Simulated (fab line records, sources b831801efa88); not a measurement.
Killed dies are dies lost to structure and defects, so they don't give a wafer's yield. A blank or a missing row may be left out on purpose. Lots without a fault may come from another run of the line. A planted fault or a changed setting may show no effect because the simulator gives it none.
A struck lot beside a sound one | flow sky130 | 15 steps out of a route of 708
Sound: wafers L824.1, L824.2, L824.3. Struck: wafers L832.4, L832.5, L832.6. The cause comes at the end.
At each step with rows: each side's tool, then ch and its chambers, then its first start. Under that, the readings that differ: sound wafers | struck wafers | difference of the means | sigmas: that difference in standard deviations of wafers without a fault.
alike: readings whose means differ by less than 2 such deviations, and words and numbers that are the same on both sides. not compared: withheld readings, readings that some wafer has no value for, bounds like >300 that may hide the same value, and numbers for which the record gives no deviation and whose values overlap.
The two part at a step that has a row with sigmas, a row that says differs or no value, or rows on one side only. Numbers that don't overlap but have no deviation are shown without sigmas and don't part them. A reading that every wafer of one side lacks parts them only if that side has two wafers or more.

first, 3 steps without rows for these wafers: SKY_SONOS_TUNNEL_EXPOSE_04 (exposes mask TUNM, target cd 410 nm); SKY_SONOS_TUNNEL_PEB_05; SKY_SONOS_TUNNEL_DEVELOP_06 (develop time 60 s).
SKY_SONOS_TUNNEL_CD_MEAS_07: target cd 410 nm.
  sound on cd_sem-01, day 12 11:13; struck on cd_sem-01, day 14 19:40
  alike: cd_nm
SKY_SONOS_TUNNEL_OVL_MEAS_08:
  sound on overlay-02, day 12 11:20; struck on overlay-01, day 14 19:45
  alike: SONOS_TUNNEL_OVL
then, 3 steps without rows for these wafers: SKY_SONOS_TUNNEL_IMPLANT_09; SKY_SONOS_TUNNEL_WET_ETCH_10 (etches SiO2 in dHF, target depth 14 nm, time 280 s); SKY_SONOS_TUNNEL_STRIP_11 (strips in SPM, time 600 s).
SKY_SONOS_TUNNEL_TW_MEAS_12:
  sound on film_metro-03, day 12 11:47; struck on film_metro-03, day 14 20:13
  alike: SONOS_TUNNEL_TW
then, 2 steps without rows for these wafers: SKY_SONOS_TUNNEL_CLEAN_13 (cleans in dHF, time 20 s); SKY_SONOS_ONO_OXIDATION_00 (stabilise 600 s, purge 300 s, target thk 2.6 nm).
SKY_SONOS_ONO_THK_MEAS_01:
  sound on film_metro-01, day 12 14:10; struck on film_metro-04, day 14 21:46
  alike: SONOS_ONO_OXIDATION_THK
SKY_SONOS_ONO_CVD_02: deposits Si3N4 from DCS/NH3, target thk 10.5 nm, time 180 s.
  sound on lpcvd-02 ch 0, day 12 14:38; struck on lpcvd-02 ch 0, day 15 00:07
  reading                                     | sound             | struck            | difference | sigmas
  spike_tc_centre_C (C)                       | 771.8 772.9 770.4 | 783.2 785.0 785.0 | +12.7      | +9
  zone_power_centre_pct (%)                   | 14.1 14.5 14.2    | 17.7 17.4 17.7    | +3.3       | +7
  zone_power_lower_pct (%)                    | 12.79 12.98 12.63 | 11.19 11.10 11.34 | -1.59      | -6
  zone_power_upper_pct (%)                    | 12.7 12.6 12.9    | 11.3 11.0 11.2    | -1.6       | -2
  model.Si3N4_of_SONOS_ONO_CVD_02.thk_nm (nm) | 10.53 10.58 10.58 | 11.77 11.75 11.6  | +1.14      |
  alike: pressure_mtorr
SKY_SONOS_ONO_THK_MEAS_03:
  sound on film_metro-02, day 12 15:41; struck on film_metro-02, day 15 01:25
  reading                   | sound             | struck            | difference | sigmas
  SONOS_ONO_CVD_02_THK (nm) | 10.49 10.56 10.62 | 11.74 11.79 11.63 | +1.16      | +9
  not compared: hold
-- the record jumps here: 34 days lie between the struck wafers' starts before and after (it left off in module SONOS_ONO and takes up again in module PAD_OPEN, whose first step shown is number 708 of the route) --
SKY_PAD_OPEN_PROBE_99:
  sound on prober-02, day 46 16:58; struck on prober-01, day 48 15:47
  reading                                     | sound                | struck               | difference | sigmas
  model.etest.sonos_erased.drive_ua_um        | 132.8 163.7 148.9    | 124.9 120.8 121.4    | -26.1      |
  model.etest.sonos_programmed.off_log10_a_um | -13.88 -14.03 -13.73 | -12.77 -12.88 -11.9  | +1.36      |
  model.etest.cap_ono.gate_log10_a_cm2        | -8.794 -8.715 -8.733 | -9.192 -9.237 -9.177 | -0.455     |
  model.etest.cap_ono.tox_acc_nm (nm)         | 13.57 13.54 13.48    | 13.85 13.98 13.84    | +0.36      |
  model.etest.sonos_programmed.vt_v (V)       | 1.084 1.121 1.079    | 0.8901 0.8758 0.8417 | -0.2255    |
  model.etest.sonos_erased.vt_v (V)           | -1.939 -2.006 -2     | -1.766 -1.712 -1.74  | +0.242     |
  model.etest.sonos_baked.vt_v (V)            | 0.6362 0.6877 0.7022 | 0.5802 0.5984 0.58   | -0.0892    |
  alike: killed_at_M0_to_M3, killed_at_M4_up, killed_at_contacts, killed_at_front_end, killed_at_other, killed_dies, killed_on_rim, killed_open, killed_short
  not compared: model.etest.cap_ono.gate_bv_v

WHERE THEY PART
First at SKY_SONOS_ONO_CVD_02; last, within this record, at SKY_SONOS_ONO_THK_MEAS_03. Later steps at which nothing parts them and some readings are alike: SKY_PAD_OPEN_PROBE_99.

WHY: what the simulator had put in
Process parameter drift: lpcvd-02, from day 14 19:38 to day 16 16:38, at SKY_SONOS_ONO_CVD_02. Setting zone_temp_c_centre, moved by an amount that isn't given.
